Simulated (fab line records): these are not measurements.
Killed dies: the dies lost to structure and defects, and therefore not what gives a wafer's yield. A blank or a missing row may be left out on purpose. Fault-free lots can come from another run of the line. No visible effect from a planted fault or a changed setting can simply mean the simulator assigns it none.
Which tool was responsible?    flow sky130    24 lots, 72 wafers sampled, at 6 steps of a route of 708

## WHAT EACH GAUGE READ, for each wafer
SKY_METAL3_CD_MEAS_13: the cd target is 300 nm. Usual: cdNm at 300.0 nm, with a standard deviation of 1.4.
lot   measured      on        cdNm (nm)          flag
L075  day 39 07:31  cdSem-02  301.2 302.6 302.7  
L077  day 39 22:55  cdSem-01  301.5 301.3 301.5  
L074  day 40 00:34  cdSem-01  300.1 298.5 299.6  
L076  day 40 01:01  cdSem-01  301.4 301.3 300.6  
L078  day 40 02:40  cdSem-02  299.5 300.4 300.6  
L079  day 40 04:28  cdSem-02  299.9 301.5 300.5  
L080  day 40 09:41  cdSem-01  300.2 299.3 298.4  
L081  day 40 17:53  cdSem-01  301.2 301.3 300.7  
L082  day 41 04:41  cdSem-02  299.7 299.6 298.9  
L084  day 41 15:01  cdSem-02  300.3 300.2 300.6  
L083  day 41 15:56  cdSem-02  300.9 300.4 300.9  
L085  day 41 18:08  cdSem-02  298.5 299.7 299.4  
L086  day 42 16:28  cdSem-02  296.9 298.6 299.7  
L088  day 43 08:08  cdSem-02  300.9 301.0 302.1  
L087  day 43 13:57  cdSem-02  301.2 297.6 298.6  
L090  day 43 19:31  cdSem-02  298.1 298.0 298.5  
L089  day 43 21:20  cdSem-01  302.1 303.4 301.3  
L092  day 44 02:14  cdSem-02  300.6 301.5 300.5  
L091  day 44 05:31  cdSem-01  300.2 300.1 299.8  
L093  day 44 09:00  cdSem-01  298.0 299.5 299.1  
L094  day 44 16:47  cdSem-02  299.6 299.3 301.2  
L095  day 45 01:26  cdSem-02  301.5 300.6 301.7  
L096  day 45 07:07  cdSem-02  297.0 297.8 298.5  
L097  day 45 12:04  cdSem-02  298.5 298.2 298.2  

SKY_VIA3_RS_MEAS_22: measures by four-point-probe. Usual: VIA3_W_RS gives 0.289 ohm/sq (standard deviation 0.0034).
lot   measured      on            VIA3_W_RS (ohm/sq)  flag
L075  day 40 11:08  filmMetro-04  0.297 0.291 0.289   
L077  day 41 02:31  filmMetro-01  0.293 0.289 0.291   
L074  day 41 03:21  filmMetro-01  0.286 0.288 0.289   
L076  day 41 04:27  filmMetro-01  0.289 0.292 0.288   
L078  day 41 05:57  filmMetro-02  0.290 0.293 0.293   
L079  day 41 06:58  filmMetro-04  0.290 0.289 0.291   
L080  day 41 12:47  filmMetro-04  0.286 0.288 0.290   
L081  day 41 20:52  filmMetro-02  0.292 0.290 0.289   
L082  day 42 08:04  filmMetro-01  0.296 0.290 0.292   
L084  day 42 17:07  filmMetro-04  0.292 0.292 0.292   
L083  day 42 18:17  filmMetro-01  0.286 0.292 0.286   
L085  day 42 20:23  filmMetro-01  0.289 0.293 0.290   
L086  day 43 18:14  filmMetro-04  0.293 0.289 0.290   
L088  day 44 09:35  filmMetro-01  0.287 0.289 0.293   
L087  day 44 15:50  filmMetro-04  0.295 0.288 0.293   
L090  day 44 20:53  filmMetro-04  0.290 0.285 0.288   
L089  day 44 23:25  filmMetro-04  0.286 0.288 0.284   
L092  day 45 03:03  filmMetro-01  0.295 0.293 0.287   
L091  day 45 07:40  filmMetro-01  0.289 0.292 0.289   
L093  day 45 10:35  filmMetro-01  0.282 0.292 0.293   
L094  day 45 18:01  filmMetro-04  0.282 0.296 0.293   
L095  day 46 02:38  filmMetro-04  0.291 0.281 0.284   
L096  day 46 08:59  filmMetro-01  0.296 0.290 0.292   
L097  day 46 12:59  filmMetro-01  0.287 0.282 0.285   

SKY_METAL4_OVL_MEAS_14. Usual: METAL4_OVL gives 1 nm (standard deviation 5.5).
lot   measured      on          METAL4_OVL (nm)  flag
L075  day 42 12:16  overlay-01  -8 -7 -5         
L077  day 43 03:52  overlay-02  4 9 2            
L074  day 43 04:17  overlay-01  10 5 1           
L076  day 43 05:26  overlay-02  -6 0 -1          
L078  day 43 06:34  overlay-01  -5 -4 -3         
L079  day 43 07:16  overlay-02  -1 0 3           
L080  day 43 13:55  overlay-02  6 1 0            
L081  day 43 21:37  overlay-01  5 1 1            
L082  day 44 07:37  overlay-02  4 0 -3           
L084  day 44 15:59  overlay-01  3 6 -1           
L083  day 44 17:53  overlay-01  1 -4 -6          
L085  day 44 19:38  overlay-01  2 6 2            
L086  day 45 16:34  overlay-01  -4 -9 0          
L088  day 46 08:13  overlay-01  -4 -4 -4         
L087  day 46 12:25  overlay-02  -1 -4 -2         
L090  day 46 19:01  overlay-02  -8 -5 -8         
L089  day 46 21:37  overlay-02  -2 3 1           
L092  day 47 00:01  overlay-01  3 8 -1           
L091  day 47 04:58  overlay-01  -4 -7 -5         
L093  day 47 05:55  overlay-01  1 1 -10          
L094  day 47 13:52  overlay-01  10 7 6           
L095  day 47 21:24  overlay-02  7 1 2            
L096  day 48 03:46  overlay-01  2 3 -1           
L097  day 48 06:19  overlay-02  6 9 10           

SKY_METAL5_RS_MEAS_05: measures by four-point-probe. Usual: METAL5_ALCU_RS gives 0.0270 ohm/sq (standard deviation 0.00043).
lot   measured      on            METAL5_ALCU_RS (ohm/sq)  flag
L075  day 43 15:01  filmMetro-03  0.0276 0.0273 0.0278     
L077  day 44 06:19  filmMetro-03  0.0273 0.0279 0.0271     
L074  day 44 06:26  filmMetro-04  0.0268 0.0271 0.0272     
L076  day 44 07:38  filmMetro-04  0.0265 0.0267 0.0268     
L078  day 44 08:43  filmMetro-04  0.0268 0.0262 0.0264     
L079  day 44 09:25  filmMetro-04  0.0266 0.0270 0.0275     
L080  day 44 16:07  filmMetro-03  0.0267 0.0262 0.0265     
L081  day 45 00:11  filmMetro-04  0.0266 0.0265 0.0267     
L082  day 45 10:29  filmMetro-03  0.0275 0.0271 0.0274     
L084  day 45 17:22  filmMetro-04  0.0269 0.0271 0.0267     
L083  day 45 19:27  filmMetro-04  0.0265 0.0272 0.0268     
L085  day 45 21:13  filmMetro-03  0.0271 0.0273 0.0273     
L086  day 46 18:07  filmMetro-04  0.0275 0.0274 0.0277     
L088  day 47 07:47  filmMetro-03  0.0266 0.0262 0.0266     
L087  day 47 12:25  filmMetro-03  0.0270 0.0272 0.0272     
L090  day 47 18:55  filmMetro-04  0.0273 0.0272 0.0272     
L089  day 47 21:05  filmMetro-02  0.0263 0.0267 0.0269     
L092  day 47 22:20  filmMetro-02  0.0269 0.0266 0.0267     
L091  day 48 03:38  filmMetro-02  0.0271 0.0275 0.0266     
L093  day 48 04:44  filmMetro-03  0.0270 0.0273 0.0267     
L094  day 48 13:15  filmMetro-03  0.0278 0.0276 0.0276     
L095  day 48 19:48  filmMetro-03  0.0263 0.0268 0.0262     
L096  day 49 01:01  filmMetro-04  0.0259 0.0266 0.0265     
L097  day 49 03:48  filmMetro-03  0.0269 0.0269 0.0268     

## WHAT TOOL EACH LOT RAN ON (gives the tool, then ch and the chambers of the sampled wafers, and finally the start)
lot   SKY_VIA2_SPUTTER_20          SKY_VIA3_CMP_02
L075  pvdSputter-03, day 37 03:08  cmp-01 ch 0,1,2, day 39 08:58
L077  pvdSputter-03, day 37 20:07  cmp-02 ch 1,3, day 40 00:15
L074  pvdSputter-01, day 37 20:58  cmp-02 ch 0,1,3, day 40 01:55
L076  pvdSputter-04, day 37 21:19  cmp-02 ch 1,2,3, day 40 02:25
L078  pvdSputter-03, day 37 22:15  cmp-01 ch 0,3, day 40 04:02
L079  pvdSputter-03, day 38 01:43  cmp-02 ch 0,2,3, day 40 05:45
L080  pvdSputter-04, day 38 06:49  cmp-01 ch 0,2,3, day 40 10:59
L081  pvdSputter-01, day 38 14:12  cmp-02 ch 0,1,2, day 40 19:15
L082  pvdSputter-03, day 39 02:16  cmp-02 ch 0,2, day 41 06:20
L084  pvdSputter-04, day 39 12:43  cmp-01 ch 0,3, day 41 16:19
L083  pvdSputter-03, day 39 13:41  cmp-02 ch 0,1,3, day 41 17:15
L085  pvdSputter-01, day 39 16:10  cmp-02 ch 0,2,3, day 41 19:34
L086  pvdSputter-03, day 40 14:44  cmp-02 ch 1,2,3, day 42 17:59
L088  pvdSputter-01, day 41 07:37  cmp-01 ch 0,1,3, day 43 09:31
L087  pvdSputter-01, day 41 13:34  cmp-02 ch 0,1,2, day 43 15:17
L090  pvdSputter-01, day 41 18:57  cmp-02 ch 0,2,3, day 43 21:00
L089  pvdSputter-04, day 41 20:31  cmp-01 ch 0,1, day 43 22:48
L092  pvdSputter-03, day 42 02:34  cmp-01 ch 0,2,3, day 44 03:43
L091  pvdSputter-03, day 42 05:24  cmp-01 ch 1,2,3, day 44 07:27
L093  pvdSputter-03, day 42 10:00  cmp-01 ch 0,2,3, day 44 10:47
L094  pvdSputter-04, day 42 16:36  cmp-01 ch 0,1,2, day 44 18:13
L095  pvdSputter-04, day 43 02:46  cmp-01 ch 0,2, day 45 02:48
L096  pvdSputter-04, day 43 07:27  cmp-02 ch 0,1,3, day 45 08:56
L097  pvdSputter-01, day 43 11:49  cmp-01 ch 2,3, day 45 13:28
- SKY_VIA2_SPUTTER_20: material TiN, target thk 20 nm, time 80 s.
- SKY_VIA3_CMP_02: polishes SiO2.

## AS READ BY THE TOOLS THEMSELVES (means over the sampled wafers that have a number; for cases with no such wafer, the mark the record gives instead)
SKY_VIA2_SPUTTER_20. Usual: throttleValvePct at 30.2 %, with a standard deviation of 0.93.
lot   tool           throttleValvePct (%)  flag
L075  pvdSputter-03  31.1                  
L077  pvdSputter-03  30.7                  
L074  pvdSputter-01  30.0                  
L076  pvdSputter-04  30.6                  
L078  pvdSputter-03  29.5                  
L079  pvdSputter-03  30.0                  
L080  pvdSputter-04  30.2                  
L081  pvdSputter-01  29.1                  
L082  pvdSputter-03  30.1                  
L084  pvdSputter-04  30.5                  
L083  pvdSputter-03  29.6                  
L085  pvdSputter-01  29.2                  
L086  pvdSputter-03  31.2                  
L088  pvdSputter-01  30.0                  
L087  pvdSputter-01  29.1                  
L090  pvdSputter-01  30.1                  
L089  pvdSputter-04  30.1                  
L092  pvdSputter-03  30.6                  
L091  pvdSputter-03  29.5                  
L093  pvdSputter-03  29.8                  
L094  pvdSputter-04  30.1                  
L095  pvdSputter-04  30.5                  
L096  pvdSputter-04  30.3                  
L097  pvdSputter-01  29.9                  

SKY_VIA3_CMP_02. Usual: edgeZonePressureFrac 1.000, standard deviation 0.0049; motorCurrentA 12.5 A, standard deviation 1.4.
lot   tool    edgeZonePressureFrac  motorCurrentA (A)  flag
L075  cmp-01  1.002                 13.2               
L077  cmp-02  1.006                 11.1               
L074  cmp-02  1.000                 11.5               
L076  cmp-02  0.998                 12.6               
L078  cmp-01  1.000                 12.2               
L079  cmp-02  0.997                 11.6               
L080  cmp-01  0.999                 12.9               
L081  cmp-02  0.997                 12.5               
L082  cmp-02  1.000                 13.6               
L084  cmp-01  0.997                 12.5               
L083  cmp-02  0.998                 11.3               
L085  cmp-02  1.000                 11.7               
L086  cmp-02  1.004                 12.0               
L088  cmp-01  1.001                 13.2               
L087  cmp-02  1.001                 12.6               
L090  cmp-02  1.001                 11.8               
L089  cmp-01  1.002                 13.1               
L092  cmp-01  0.997                 12.7               
L091  cmp-01  1.005                 13.2               
L093  cmp-01  1.005                 12.6               
L094  cmp-01  1.002                 13.4               
L095  cmp-01  0.999                 12.5               
L096  cmp-02  0.995                 11.5               
L097  cmp-01  0.997                 12.6               

## THE ANSWER, worked out from the rows above alone
Rule: a lot is off if the mean of its wafers that have a number lies more than 3 standard deviations from the usual mean. Also off: a lot with no number at a reading for which 4 or more lots have one. Any other lot the step has rows for is counted as sound. First the gauges in route order, then the tools' own readings, where a lot's mean is used as printed above. The first step at which some lot is off is used, and at that step the reading that is off furthest; a lot without a number counts as furthest.
No lot is off at any reading shown: from this, nothing can be told.

## WHAT THE SIMULATOR HAD PUT IN
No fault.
